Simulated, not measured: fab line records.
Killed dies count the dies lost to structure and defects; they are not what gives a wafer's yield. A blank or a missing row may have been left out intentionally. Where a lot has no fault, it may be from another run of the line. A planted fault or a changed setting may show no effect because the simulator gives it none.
A lot that was struck, set against a sound lot :: flow sky130 :: 26 out of 708 route steps
Sound: these wafers, L322.3, L322.5, L322.6. Struck: wafers L335.1, L335.2, L335.3. The cause comes at the end.
At each step with rows: each side's tool, then ch and its chambers, then its first start. Under that, the readings that differ: sound wafers :: struck wafers :: difference of the means :: sigmas: that difference in standard deviations of wafers without a fault.
alike: a reading whose means differ by less than 2 such deviations, as well as words and numbers matching on both sides. not compared: withheld readings; readings where some wafer has no value; bounds like >300 that might hide an equal value; numbers whose values overlap and for which the record gives no deviation.
The two part at a step that has a row with sigmas, a row that says differs or no value, or rows on one side only. Numbers that don't overlap but have no deviation are shown without sigmas and don't part them. A reading that every wafer of one side lacks parts them only if that side has two wafers or more.

first, 1 step without rows for these wafers: SKY_FIELD_ISO_OXIDATION_01 (stabilise 600 s, purge 300 s, target thk 12 nm).
SKY_FIELD_ISO_CVD_03: deposits Si3N4 from DCS/NH3, target thk 165 nm, time 2830 s.
  sound on lpcvd-02 ch 1, day 2 14:16; struck on lpcvd-02 ch 1, day 5 05:52
reading: spike_tc_centre_C (C)
sound: 771.0 770.0 770.7
struck: 775.6 774.4 775.1
difference: +4.5
sigmas: +4

reading: spike_tc_upper_C (C)
sound: 769.4 768.4 769.6
struck: 737.4 735.1 738.0
difference: -32.3
sigmas: -33

reading: zone_power_centre_pct (%)
sound: 13.0 13.2 13.2
struck: 17.2 17.3 17.2
difference: +4.1
sigmas: +8

reading: zone_power_top_pct (%)
sound: 24.9 25.4 25.1
struck: 31.2 30.7 31.2
difference: +5.9
sigmas: +5

reading: zone_power_upper_pct (%)
sound: 11.6 11.5 11.6
struck: 3.1 3.2 3.2
difference: -8.4
sigmas: -6

reading: model.Si3N4_of_FIELD_ISO_CVD_03.thk_nm (nm)
sound: 164.6 164.8 164.5
struck: 165.1 166 165.6
difference: +0.9
sigmas: 
  alike: spike_tc_lower_C, zone_power_lower_pct
SKY_FIELD_ISO_THK_MEAS_04:
  sound on film_metro-03 at day 2 16:05; struck on film_metro-02 at day 5 07:39
  alike: FIELD_ISO_CVD_03_THK
then, 9 steps without rows for these wafers: SKY_FIELD_ISO_DEHYDRATE_05 (time 60 s); SKY_FIELD_ISO_HMDS_06 (prime time 60 s); SKY_FIELD_ISO_COAT_07 (resist thk 60 nm); SKY_FIELD_ISO_COAT_08 (resist thk 450 nm); SKY_FIELD_ISO_SOFTBAKE_09 (time 90 s); SKY_FIELD_ISO_EXPOSE_10 (exposes mask FOM, target cd 150 nm); SKY_FIELD_ISO_PEB_11; SKY_FIELD_ISO_DEVELOP_12 (develop time 57.91 s); SKY_FIELD_ISO_ETCH_14 (etches BARC in N2/H2, stops on SiO2, time 45.9 s, target depth 60 nm).
SKY_FIELD_ISO_ETCH_15: etches the open film in CHF3/O2, stops on Si, target depth 180 nm, time 72 s.
  sound on rie_diel-03 ch 2,3, day 3 08:27; struck on rie_diel-03 ch 0,1,2, day 6 02:34
reading: model.etch.depth_nm (nm)
sound: 164.6 164.8 164.5
struck: 165.1 166 165.6
difference: +0.9
sigmas: 
  alike: bias_w, drypump_motor_current_A, oes_product_au, throttle_valve_pct
  not compared: rf_hours_counter_h
then, 10 steps without rows for these wafers: SKY_FIELD_ISO_STRIP_16 (strips in O2/N2); SKY_FIELD_ISO_ETCH_17 (etches Si in HBr/Cl2/O2, target depth 342 nm, time 97.7 s); SKY_FIELD_ISO_WET_ETCH_18 (etches Si3N4 in H3PO4, target depth 25 nm, time 286 s); SKY_FIELD_ISO_CLEAN_19 (cleans in SC1/SC2, time 150 s); SKY_FIELD_ISO_CLEAN_20 (cleans in dHF, time 20 s); SKY_FIELD_ISO_WET_ETCH_21 (etches SiO2 in dHF, target depth 20 nm, time 400 s); SKY_FIELD_ISO_OXIDATION_22 (stabilise 600 s, purge 300 s, target thk 10 nm); SKY_FIELD_ISO_CVD_24 (deposits SiO2, target thk 595 nm, time 99.2 s); SKY_FIELD_ISO_ANNEAL_26 (time 1800 s); SKY_FIELD_ISO_CMP_27 (polishes, stops on Si3N4, t overpolish 16 s, target thk 457.8 nm).
SKY_FIELD_ISO_WET_ETCH_28: etches SiO2 in dHF, target depth 23.7 nm, time 47 s.
  sound on wet_bench-02 ch 1, day 3 12:22; struck on wet_bench-02 ch 3, day 6 06:14
  not compared: model.Si3N4_of_FIELD_ISO_CVD_03.thk_nm
then, 1 step without rows for these wafers: SKY_FIELD_ISO_WET_ETCH_29 (etches Si3N4 in H3PO4, target depth 160 nm, time 1825 s).
-- record jumps: 44 days separate the struck wafers' starts on either side; left off in module FIELD_ISO, taken up again in module PAD_OPEN, whose first shown step is the route's number 708 --
SKY_PAD_OPEN_PROBE_99:
  sound on prober-01 at day 47 01:46; struck on prober-02 at day 49 20:27
  alike: killed_at_M0_to_M3, killed_at_M4_up, killed_at_contacts, killed_at_front_end, killed_at_other, killed_dies, killed_open, killed_short
  not compared: model.etest.cap_li_to_poly.c_af_um2, model.etest.field_n.vt_v, model.etest.sram_nfet_pass.off_log10_a_um

## WHERE THEY PART
SKY_FIELD_ISO_CVD_03 only, going by this record. Later steps at which nothing parts them and some readings are alike: SKY_FIELD_ISO_THK_MEAS_04, SKY_FIELD_ISO_ETCH_15, SKY_PAD_OPEN_PROBE_99.

WHY: what the simulator had put in
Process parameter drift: lpcvd-02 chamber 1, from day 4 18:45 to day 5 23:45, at SKY_FIELD_ISO_CVD_03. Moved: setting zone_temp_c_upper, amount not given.
